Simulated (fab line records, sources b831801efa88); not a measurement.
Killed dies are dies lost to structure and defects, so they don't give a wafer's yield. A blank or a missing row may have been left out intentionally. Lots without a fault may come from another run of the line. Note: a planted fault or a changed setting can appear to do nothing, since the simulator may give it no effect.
Matching of chambers + flow gf180mcu + GF_V3_CVD_02 on pecvd-04: 3 sister chambers
The step deposits SiO2 from TEOS, target thk 850 nm, time 94.851 s. 27 wafers are shown with their chamber, then 12 later ones without.

== WAFERS WITH THEIR CHAMBER ==
| wafer  | chamber | heater-power-w (W) |
|--------|---------|--------------------|
| L074.2 | 2       | 672                |
| L074.3 | 1       | 490                |
| L074.5 | 1       | 533                |
| L075.3 | 0       | 509                |
| L075.5 | 0       | 574                |
| L075.6 | 1       | 472                |
| L077.2 | 0       | 580                |
| L077.3 | 2       | 647                |
| L077.5 | 0       | 599                |
| L078.1 | 0       | 548                |
| L078.4 | 1       | 585                |
| L078.5 | 2       | 558                |
| L079.2 | 0       | 535                |
| L079.3 | 2       | 629                |
| L079.5 | 1       | 579                |
| L080.1 | 2       | 574                |
| L080.2 | 0       | 617                |
| L080.4 | 2       | 625                |
| L081.1 | 2       | 693                |
| L081.3 | 0       | 593                |
| L081.5 | 2       | 565                |
| L083.2 | 2       | 670                |
| L083.3 | 0       | 517                |
| L083.4 | 1       | 455                |
| L085.2 | 1       | 498                |
| L085.3 | 2       | 576                |
| L085.6 | 1       | 550                |

SIGNATURES (averages over the wafers above)
| reading        | chamber 0 | chamber 1 | chamber 2 | scatter within a chamber |
|----------------|-----------|-----------|-----------|--------------------------|
| heater-power-w | 563.56    | 520.25    | 620.90    | 45.9                     |
Rule: for a wafer and a chamber, the distance is found by dividing, reading by reading, the gap between the wafer's reading and the chamber's mean by the reading's scatter, squaring, summing and taking the root. If the next closest chamber is less than 2 further off than the closest, the wafer can't be placed; otherwise it belongs to the closest. The scatter is the square root of a quotient: the sum, over the shown wafers, of each reading's squared deviation from its chamber's mean, divided by wafers minus chambers.

== WAFERS WITHOUT THEIR CHAMBER ==
| wafer  | heater-power-w (W) |
|--------|--------------------|
| L086.1 | 536                |
| L086.3 | 591                |
| L086.5 | 584                |
| L088.3 | 601                |
| L088.4 | 493                |
| L088.6 | 478                |
| L090.1 | 672                |
| L090.2 | 632                |
| L090.3 | 505                |
| L093.1 | 555                |
| L093.4 | 600                |
| L093.5 | 592                |

== CHAMBER TAKEN BY EACH ==
| wafer  | from the rows above          | in truth |
|--------|------------------------------|----------|
| L086.1 | can't be placed: 1 or 0 or 2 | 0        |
| L086.3 | can't be placed: 0 or 2 or 1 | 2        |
| L086.5 | can't be placed: 0 or 2 or 1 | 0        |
| L088.3 | can't be placed: 2 or 0 or 1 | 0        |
| L088.4 | can't be placed: 1 or 0      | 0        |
| L088.6 | can't be placed: 1 or 0      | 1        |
| L090.1 | can't be placed: 2 or 0      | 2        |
| L090.2 | can't be placed: 2 or 0      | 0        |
| L090.3 | can't be placed: 1 or 0      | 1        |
| L093.1 | can't be placed: 0 or 1 or 2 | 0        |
| L093.4 | can't be placed: 2 or 0 or 1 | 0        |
| L093.5 | can't be placed: 0 or 2 or 1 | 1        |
0 of 12 placed correctly. Cannot be placed on the basis of these rows: 12; the candidates contain the true chamber in 12. 0 placed wrongly.
